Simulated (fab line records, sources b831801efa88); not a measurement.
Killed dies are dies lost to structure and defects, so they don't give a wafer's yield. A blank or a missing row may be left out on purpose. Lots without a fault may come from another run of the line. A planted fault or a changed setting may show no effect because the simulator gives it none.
fab line records | flow sky130
record lots=6 wafers=18 last_day=50
route steps=708 shown SD_N@344 SD_P@359 RES_XHIGH@360 PAD_OPEN@708
lots that met no fault: from a run of the same line without faults
start_h: hours from the record's first day to the start of the lot's first wafer shown | wait_h: hours since the lot's step before | " the same as in the row above | L1.1+2: a row that stands for several wafers | - no value, or no start given | * or withheld: withheld | < > ~ a bound
route shown NAME@n: a module of which the file shows steps, and the number in the route of the first | usual: mean/standard deviation of fault-free wafers | same: alike in all rows | chamber/n: place in a boat | sites: the reading at each site | _std_site: their standard deviation | _edge_site: outer sites' mean less inner sites' | radius_mm: how far each site lies from the wafer's centre | mask NAME#n: copy n | behind: the tool/chamber that last shaped the wafer | hold: why the lot was held/for how many hours/how that ended | device: the transistor (n, p or np) that didn't switch | end of line: the same wafers' tests at the end of the route | a step without rows: its recipe alone | killed: dies lost to structure and defects at the first sort, not the wafer's yield | map: a wafer's dies, x killed, . not, _ none there
set.NAME: the setting as run; set.NAME@STEP: as run at that earlier step | model.NAME: the simulator's own value behind a step, which no gauge read
lots at some steps of the route; a table a step, a row a wafer
services: from which hour (start_h, from the record's first day; less than 0 if before it) a tool's chamber was out of use, for how many hours, and why
## steps
# step SKY_SD_N_COAT_02
# recipe resist=NOVOLAK spin_rpm=3000 resist_thk_nm=1140
# step SKY_SD_N_SOFTBAKE_03
# recipe temp_c=90 time_s=60 resist=NOVOLAK
# step SKY_SD_N_EXPOSE_04
# recipe mask_id=NSDM na=0.6 source_shape=conventional sigma_outer=0.6 polarization=unpolarized target_cd_nm=380 dose_mj=141
# step SKY_SD_N_PEB_05
# recipe temp_c=withheld time_s=* resist=NOVOLAK
# step SKY_SD_N_DEVELOP_06
# recipe resist=NOVOLAK developer=TMAH develop_time_s=60 dev_temp_c=23
# step SKY_SD_N_CD_MEAS_07
# recipe target_cd_nm=380
# usual cd_nm=380.5/2.9
# columns lot.wafer tool chamber start_h wait_h cd_nm
L358.2 cd_sem-01 - 646.34 0.1 379.3
L358.3 " - " " 380.4
L358.5 " - " " 379.4
L370.2 cd_sem-01 - 736.19 0.1 379.6
L370.5 " - " " 382.1
L370.6 " - " " 382.5
L371.1 cd_sem-02 - 748.64 0.1 379.1
L371.5 " - " " 380.5
L371.6 " - " " 379.9
L372.1 cd_sem-01 - 754.22 0.1 381.5
L372.2 " - " " 381.7
L372.6 " - " " 380.1
L375.1 cd_sem-01 - 780.47 0.1 379.6
L375.2 " - " " 379.9
L375.5 " - " " 382.2
L380.3 cd_sem-02 - 814.42 0.1 380.8
L380.5 " - " " 377.1
L380.6 " - " " 380.4
# step SKY_SD_N_OVL_MEAS_08
# usual SD_N_OVL=-0.6/1.4
# columns lot.wafer tool chamber start_h wait_h SD_N_OVL[nm]
L358.2 overlay-02 - 646.44 0.1 -1.2
L358.3 " - " " 1.5
L358.5 " - " " 0.3
L370.2 overlay-02 - 736.30 0.1 0.6
L370.5 " - " " -0.8
L370.6 " - " " 1.9
L371.1 overlay-02 - 748.76 0.1 0.8
L371.5 " - " " 0.3
L371.6 " - " " -1.3
L372.1 overlay-01 - 754.34 0.1 -0.2
L372.2 " - " " -1.2
L372.6 " - " " 0.8
L375.1 overlay-01 - 780.59 0.1 1.3
L375.2 " - " " -1.3
L375.5 " - " " 0.3
L380.3 overlay-02 - 814.51 0.1 1.3
L380.5 " - " " -0.6
L380.6 " - " " -1.4
# step SKY_SD_N_IMPLANT_09
# recipe species=As energy_kev=50 dose_cm2=4e+15 tilt_deg=0
# step SKY_SD_N_IMPLANT_10
# recipe species=P energy_kev=20 dose_cm2=1e+14 tilt_deg=0
# step SKY_SD_N_STRIP_11
# recipe chemistry=O2/N2 power_w=1400 pressure_mtorr=1500 platen_temp_c=withheld o2_flow_sccm=3000 n2_flow_sccm=300 overash_fraction=0.5
# usual chamber_pressure_mTorr=1500.0/1.3 drypump_motor_current_A=5.55/0.19 oes_product_au=0.527/0.0045 strip_time_to_endpoint_s=22.56/0.045
# columns lot.wafer tool chamber start_h wait_h chamber_pressure_mTorr drypump_motor_current_A oes_product_au rf_hours_counter_h strip_time_to_endpoint_s
L358.2 plasma_asher-01 0 646.77 0.1 1501.0 5.45 0.528 98 22.55
L358.3 " 1 " " 1502.6 5.96 0.531 - 22.55
L358.5 " 0 " " 1500.9 5.47 0.520 - 22.60
L370.2 plasma_asher-02 0 736.63 0.1 1500.0 5.35 0.529 93 22.53
L370.5 " 1 " " 1500.4 5.59 0.524 - 22.53
L370.6 " 0 " " 1500.6 5.38 0.525 - 22.50
L371.1 plasma_asher-04 0 749.10 0.1 1497.6 5.67 0.525 64 22.57
L371.5 " 0 " " 1497.4 5.67 0.524 - 22.60
L371.6 " 1 " " 1500.5 5.40 0.524 - 22.63
L372.1 plasma_asher-01 1 754.68 0.1 1499.5 5.95 0.534 1 22.56
L372.2 " 0 " " 1499.3 5.45 0.531 1 22.53
L372.6 " 0 " " 1497.7 5.45 0.519 - 22.49
L375.1 plasma_asher-04 0 780.93 0.1 1500.0 5.67 0.528 67 22.55
L375.2 " 1 " " 1498.4 5.43 0.529 67 22.54
L375.5 " 0 " " 1499.0 5.68 0.528 - 22.54
L380.3 plasma_asher-02 0 814.86 0.1 1499.3 5.35 0.523 - 22.62
L380.5 " 1 " " 1500.6 5.60 0.526 - 22.66
L380.6 " 0 " " 1502.2 5.35 0.521 - 22.62
# step SKY_SD_N_TW_MEAS_12
# usual SD_N_TW=3958/28
# columns lot.wafer tool chamber start_h wait_h SD_N_TW
L358.2 film_metro-03 - 646.88 0.1 3946
L358.3 " - " " 3944
L358.5 " - " " 3942
L370.2 film_metro-02 - 736.74 0.1 3962
L370.5 " - " " 3996
L370.6 " - " " 3988
L371.1 film_metro-02 - 749.20 0.1 3954
L371.5 " - " " 3940
L371.6 " - " " 3920
L372.1 film_metro-03 - 754.78 0.1 3950
L372.2 " - " " 3968
L372.6 " - " " 3960
L375.1 film_metro-03 - 781.03 0.1 3975
L375.2 " - " " 3953
L375.5 " - " " 3966
L380.3 film_metro-02 - 814.95 0.1 3927
L380.5 " - " " 3953
L380.6 " - " " 3950
# step SKY_SD_N_CLEAN_13
# recipe chemistry=SC1/SC2 mix=1:4:20 temp_c=70 time_s=150 dry=n2_spin
# step SKY_SD_N_RTA_14
# recipe temp_c=1075 time_s=2 idle_temp_c=650 ramp_up_c_per_s=150 ramp_down_c_per_s=90 ambient=N2
# usual chamber_o2_ppm=2.002/0.021 lamp_power_pct=15.74/0.052 wafer_temp_C_max=1078.0/1.4
# columns lot.wafer tool chamber start_h wait_h chamber_o2_ppm lamp_power_pct wafer_temp_C_max
L358.2 rtp_anneal-01 0 646.99 0.0 1.988 15.68 1077.2
L358.3 " 0 " " 1.979 15.78 1083.7
L358.5 " 0 " " 1.972 15.70 1080.4
L370.2 rtp_anneal-01 0 736.85 0.0 2.036 15.02 1077.5
L370.5 " 0 " " 1.991 15.09 1079.0
L370.6 " 0 " " 2.000 14.99 1078.0
L371.1 rtp_anneal-02 0 749.31 0.0 2.018 15.65 1077.2
L371.5 " 0 " " 1.953 15.79 1079.3
L371.6 " 0 " " 2.013 15.70 1076.0
L372.1 rtp_anneal-01 0 754.89 0.0 2.017 15.04 1077.8
L372.2 " 0 " " 2.008 15.02 1078.1
L372.6 " 0 " " 2.035 14.97 1077.3
L375.1 rtp_anneal-02 0 781.14 0.0 2.049 15.81 1079.8
L375.2 " 0 " " 2.015 15.76 1077.6
L375.5 " 0 " " 1.987 15.76 1076.3
L380.3 rtp_anneal-01 0 815.06 0.0 1.980 15.70 1077.4
L380.5 " 0 " " 1.986 15.71 1076.2
L380.6 " 0 " " 2.006 15.73 1078.3
# step SKY_SD_N_RS_MEAS_16
# recipe thk_meas_gauge=four-point-probe
# usual SD_N_RS=68.55/0.15
# columns lot.wafer tool chamber start_h wait_h SD_N_RS[ohm/sq]
L358.2 film_metro-04 - 647.18 0.1 68.78
L358.3 " - " " 68.70
L358.5 " - " " 68.83
L370.2 film_metro-04 - 737.03 0.1 71.77
L370.5 " - " " 71.86
L370.6 " - " " 71.79
L371.1 film_metro-02 - 749.48 0.1 68.39
L371.5 " - " " 68.37
L371.6 " - " " 68.30
L372.1 film_metro-04 - 755.06 0.1 71.92
L372.2 " - " " 72.15
L372.6 " - " " 71.96
L375.1 film_metro-04 - 781.31 0.1 68.72
L375.2 " - " " 68.65
L375.5 " - " " 68.40
L380.3 film_metro-04 - 815.25 0.1 68.56
L380.5 " - " " 68.61
L380.6 " - " " 68.77
# step SKY_SD_N_RS_MEAS_17
# recipe thk_meas_gauge=four-point-probe
# usual SD_P_RS=147.0/0.46
# columns lot.wafer tool chamber start_h wait_h SD_P_RS[ohm/sq]
L358.2 film_metro-04 - 647.30 0.1 147.3
L358.3 " - " " 147.5
L358.5 " - " " 147.7
L370.2 film_metro-04 - 737.15 0.1 165.2
L370.5 " - " " 165.5
L370.6 " - " " 165.6
L371.1 film_metro-02 - 749.60 0.1 146.7
L371.5 " - " " 146.5
L371.6 " - " " 146.6
L372.1 film_metro-04 - 755.18 0.1 165.5
L372.2 " - " " 166.3
L372.6 " - " " 166.3
L375.1 film_metro-04 - 781.43 0.1 147.9
L375.2 " - " " 148.1
L375.5 " - " " 147.3
L380.3 film_metro-04 - 815.37 0.1 147.8
L380.5 " - " " 147.1
L380.6 " - " " 147.4
# step SKY_SD_N_RS_MEAS_18
# recipe thk_meas_gauge=four-point-probe
# usual RES_XHIGH_RS=332.9/1.3
# columns lot.wafer tool chamber start_h wait_h RES_XHIGH_RS[ohm/sq]
L358.2 film_metro-04 - 647.42 0.1 332.9
L358.3 " - " " 332.7
L358.5 " - " " 331.8
L370.2 film_metro-04 - 737.27 0.1 336.1
L370.5 " - " " 336.1
L370.6 " - " " 335.1
L371.1 film_metro-02 - 749.72 0.1 329.4
L371.5 " - " " 329.2
L371.6 " - " " 329.3
L372.1 film_metro-04 - 755.30 0.1 334.4
L372.2 " - " " 334.1
L372.6 " - " " 334.2
L375.1 film_metro-04 - 781.55 0.1 332.2
L375.2 " - " " 331.7
L375.5 " - " " 332.4
L380.3 film_metro-04 - 815.49 0.1 333.8
L380.5 " - " " 333.3
L380.6 " - " " 334.3
# step SKY_PAD_OPEN_PROBE_99
# usual killed_at_M0_to_M3=43/6.5 killed_at_M4_up=3.2/1.8 killed_at_contacts=26/5.2 killed_at_front_end=16/4.8 killed_at_other=0.3/0.6 killed_dies=89/9.6 killed_open=48/7.1 killed_short=40/6.4
# same gross_dies=492 killed_at_back_side=0
# columns lot.wafer tool chamber start_h wait_h killed_at_M0_to_M3 killed_at_M4_up killed_at_contacts killed_at_front_end killed_at_other killed_dies killed_open killed_short model.etest.res_xhigh_po.line_ohm_um model.etest.res_xhigh_po.rs_ohm_sq model.etest.pfet_01v8.r_on_ohm_um model.etest.tip_p.rs_ohm_sq model.etest.res_pdiff.line_ohm_um model.etest.res_high_po.line_ohm_um model.etest.pfet_g5v0d10v5.r_on_ohm_um model.etest.licon_high_po.rc_ohm
L358.2 prober-02 - 1074.58 0.1 38 0 32 11 0 81 41 40 5915 2024 2905 6867 1396 757 4745 359
L358.3 prober-02 - 1074.63 0.2 36 1 26 14 0 77 41 36 5912 2056 2833 6899 1358 771.2 4750 352.9
L358.5 prober-02 - 1074.73 0.2 44 4 19 14 0 81 44 37 5890 2056 2916 6901 1375 759.5 4718 360
L370.2 prober-01 - 1143.10 0.1 40 2 24 9 0 75 45 30 6880 2392 3134 7102 1535 860.2 4828 443.6
L370.5 prober-01 - 1143.25 0.2 49 1 16 11 1 78 35 43 6987 2458 3112 7091 1508 874.9 4742 456.7
L370.6 prober-01 - 1143.30 0.2 34 0 34 28 0 96 62 34 6845 2408 3168 7070 1519 866 4854 467.1
L371.1 prober-02 - 1151.74 0.1 40 3 33 25 0 101 54 45 5893 2062 2886 6792 1349 770.6 4737 378.4
L371.5 prober-02 - 1151.94 0.2 42 5 32 17 0 96 50 44 5813 2039 2846 6811 1339 770.2 4733 366
L371.6 prober-02 - 1151.99 0.2 34 4 30 29 1 98 51 44 5381 1926 2871 6848 1356 740.9 4741 341.6
L372.1 prober-01 - 1154.06 0.1 33 4 26 16 2 81 45 35 7163 2421 3095 7056 1565 871.2 4903 480.5
L372.2 prober-01 - 1154.11 0.1 28 5 33 12 0 78 39 36 7062 2484 3212 7108 1549 862.5 4868 471.9
L372.6 prober-01 - 1154.31 0.2 45 5 31 11 0 92 52 40 6696 2332 3184 7140 1571 842.2 4907 450.4
L375.1 prober-02 - 1171.80 0.1 56 2 30 14 1 103 52 51 5680 1989 2816 6729 1356 745.3 4787 355.2
L375.2 prober-02 - 1171.85 0.1 45 2 25 19 0 91 51 40 5886 2049 2839 6737 1367 776.7 4806 361.9
L375.5 prober-02 - 1172.00 0.2 45 6 35 14 0 100 50 50 5431 1920 2880 6735 1386 728.5 4840 333.5
L380.3 prober-01 - 1192.20 0.2 51 4 30 21 1 107 62 44 5936 2084 2843 6827 1378 765.1 4896 369.8
L380.5 prober-01 - 1192.30 0.2 57 3 15 17 2 94 45 49 5672 1983 2900 6833 1368 749.7 4828 359
L380.6 prober-01 - 1192.35 0.2 41 2 26 15 2 86 50 35 5695 2003 2927 6898 1350 742.2 4835 353.1
# killed by level:class
L358.2 LI_CONTACT:geometric_particle:open=12 CONTACT:geometric_particle:open=9 METAL1:geometric_particle:short=8 METAL2:geometric_particle:short=7 CONTACT:geometric_particle:short=5 VIA3:geometric_particle:open=5 FIELD_ISO:geometric_particle:short=4 VIA2:geometric_particle:open=4
L358.3 VIA3:geometric_particle:open=8 CONTACT:geometric_particle:short=8 CONTACT:geometric_particle:open=7 VIA2:geometric_particle:open=7 FIELD_ISO:geometric_particle:short=6 LI_CONTACT:geometric_particle:open=6 FIELD_ISO:geometric_particle:open=5 METAL1:geometric_particle:short=5
L358.5 VIA1:geometric_particle:open=10 VIA2:geometric_particle:open=10 CONTACT:geometric_particle:open=6 VIA3:geometric_particle:open=6 POLY_GATE:geometric_particle:short=5 CONTACT:geometric_particle:short=5 FIELD_ISO:geometric_particle:open=4 FIELD_ISO:geometric_particle:short=4
L370.2 CONTACT:geometric_particle:open=9 VIA3:geometric_particle:open=9 LI_CONTACT:geometric_particle:open=6 VIA1:geometric_particle:open=5 POLY_GATE:geometric_particle:short=4 VIA2:geometric_particle:open=4 CONTACT:geometric_particle:short=4 METAL2:geometric_particle:open=3
L370.5 VIA1:geometric_particle:open=10 METAL1:geometric_particle:short=8 FIELD_ISO:geometric_particle:short=6 CONTACT:geometric_particle:open=6 VIA2:geometric_particle:open=6 VIA2:geometric_particle:short=6 METAL2:geometric_particle:short=5 METAL3:geometric_particle:short=5
L370.6 VIA2:geometric_particle:open=13 FIELD_ISO:geometric_particle:short=9 VIA1:geometric_particle:open=9 LI_CONTACT:geometric_particle:open=9 CONTACT:geometric_particle:open=9 FIELD_ISO:geometric_particle:open=7 VIA3:geometric_particle:open=6 LOCAL_INTERCONNECT:geometric_particle:short=5
L371.1 CONTACT:geometric_particle:open=10 FIELD_ISO:geometric_particle:open=9 LOCAL_INTERCONNECT:geometric_particle:short=8 CONTACT:geometric_particle:short=7 VIA3:geometric_particle:open=7 VIA1:geometric_particle:open=6 POLY_GATE:geometric_particle:short=5 POLY_GATE:geometric_particle:open=5
L371.5 METAL2:geometric_particle:short=12 LI_CONTACT:geometric_particle:open=12 VIA1:geometric_particle:open=11 CONTACT:geometric_particle:open=8 LOCAL_INTERCONNECT:geometric_particle:short=5 FIELD_ISO:geometric_particle:open=4 POLY_GATE:geometric_particle:open=4 VIA1:geometric_particle:short=4
L371.6 CONTACT:geometric_particle:open=14 CONTACT:geometric_particle:short=9 FIELD_ISO:geometric_particle:open=8 FIELD_ISO:geometric_particle:short=7 POLY_GATE:geometric_particle:open=7 VIA3:geometric_particle:open=6 METAL1:geometric_particle:short=6 VIA2:geometric_particle:open=5
L372.1 LI_CONTACT:geometric_particle:open=13 VIA1:geometric_particle:open=7 CONTACT:geometric_particle:open=6 POLY_GATE:geometric_particle:open=5 VIA1:geometric_particle:short=5 VIA3:geometric_particle:open=4 METAL1:geometric_particle:short=4 FIELD_ISO:geometric_particle:short=3
L372.2 LI_CONTACT:geometric_particle:open=12 CONTACT:geometric_particle:short=9 CONTACT:geometric_particle:open=7 VIA3:geometric_particle:short=6 FIELD_ISO:geometric_particle:open=4 VIA1:geometric_particle:open=4 VIA1:geometric_particle:short=4 METAL2:geometric_particle:short=4
L372.6 VIA1:geometric_particle:open=17 CONTACT:geometric_particle:open=10 LI_CONTACT:geometric_particle:open=7 VIA2:geometric_particle:open=6 LI_CONTACT:geometric_particle:short=5 CONTACT:geometric_particle:short=5 METAL1:geometric_particle:short=4 VIA2:geometric_particle:short=4
L375.1 VIA1:geometric_particle:open=13 CONTACT:geometric_particle:open=12 METAL1:geometric_particle:short=9 VIA3:geometric_particle:open=7 VIA3:geometric_particle:short=6 LI_CONTACT:geometric_particle:open=6 CONTACT:geometric_particle:short=5 VIA1:geometric_particle:short=5
L375.2 VIA1:geometric_particle:open=13 CONTACT:geometric_particle:open=9 METAL2:geometric_particle:short=8 VIA2:geometric_particle:open=7 FIELD_ISO:geometric_particle:short=6 CONTACT:geometric_particle:short=6 VIA3:geometric_particle:open=6 POLY_GATE:geometric_particle:open=4
L375.5 CONTACT:geometric_particle:open=15 VIA1:geometric_particle:open=10 METAL2:geometric_particle:short=6 LI_CONTACT:geometric_particle:open=6 CONTACT:geometric_particle:short=6 METAL1:geometric_particle:short=6 VIA2:geometric_particle:open=6 FIELD_ISO:geometric_particle:short=5
L380.3 CONTACT:geometric_particle:open=17 VIA1:geometric_particle:open=9 LI_CONTACT:geometric_particle:open=8 VIA3:geometric_particle:open=8 FIELD_ISO:geometric_particle:short=7 VIA1:geometric_particle:short=6 VIA2:geometric_particle:open=6 METAL1:geometric_particle:short=5
L380.5 VIA1:geometric_particle:open=14 CONTACT:geometric_particle:open=9 METAL2:geometric_particle:short=9 VIA1:geometric_particle:short=8 VIA2:geometric_particle:open=6 METAL1:geometric_particle:short=6 VIA3:geometric_particle:short=6 POLY_GATE:geometric_particle:short=5
L380.6 VIA1:geometric_particle:open=16 CONTACT:geometric_particle:open=12 METAL2:geometric_particle:short=7 FIELD_ISO:geometric_particle:open=6 LI_CONTACT:geometric_particle:open=6 LOCAL_INTERCONNECT:geometric_particle:short=5 METAL1:geometric_particle:short=4 VIA3:geometric_particle:open=4
## services
# columns tool chamber start_h hours kind
plasma_asher-01 - 631.76 2.6 repair
plasma_asher-04 - 652.06 2.8 pm
rtp_anneal-01 - 663.99 3.0 pm
plasma_asher-01 - 675.36 2.1 repair
plasma_asher-01 - 733.75 9.0 pm
plasma_asher-01 0 733.75 9.0 vent_cycle
plasma_asher-01 1 733.75 9.0 vent_cycle
plasma_asher-01 0 742.75 - clean
plasma_asher-01 1 742.75 - clean
plasma_asher-02 - 778.73 3.8 repair
plasma_asher-04 - 796.39 1.3 repair
plasma_asher-01 - 801.57 1.6 repair
plasma_asher-04 - 807.98 0.5 repair
## key
first_sign step=SKY_SD_N_RTA_14 reading=lamp_power_pct direction=down sigmas=14 usual=15.74 struck=15.02
effect step=SKY_SD_N_RS_MEAS_16 reading=SD_N_RS direction=up sigmas=22 usual=68.55 struck=71.91
effect step=SKY_SD_N_RS_MEAS_17 reading=SD_P_RS direction=up sigmas=41 usual=147.0 struck=165.7
effect step=SKY_SD_N_RS_MEAS_18 reading=RES_XHIGH_RS direction=up sigmas=1.6 usual=332.9 struck=335.0
model_effect step=SKY_PAD_OPEN_PROBE_99 value=etest.res_xhigh_po.line_ohm_um without=5624 struck=6939
met_at SKY_SD_N_RTA_14
struck_wafers L370.2,L370.5,L370.6,L372.1,L372.2,L372.6
tester_left_out L370,L372
onset_between 646.99 736.85
fault kind=process_parameter_drift tool=rtp_anneal-01 chamber=- onset_h=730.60 steps=SKY_SD_N_RTA_14 channel=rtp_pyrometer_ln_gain offset=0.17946 shape=step end_h=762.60
# tester_left_out: of these lots the tester's yield and bins aren't shown, on N5 and GAA mostly nor the transistor test; their killed dies are dies lost to structure and defects alone, not to doping, threshold or leakage, so they don't give the yield
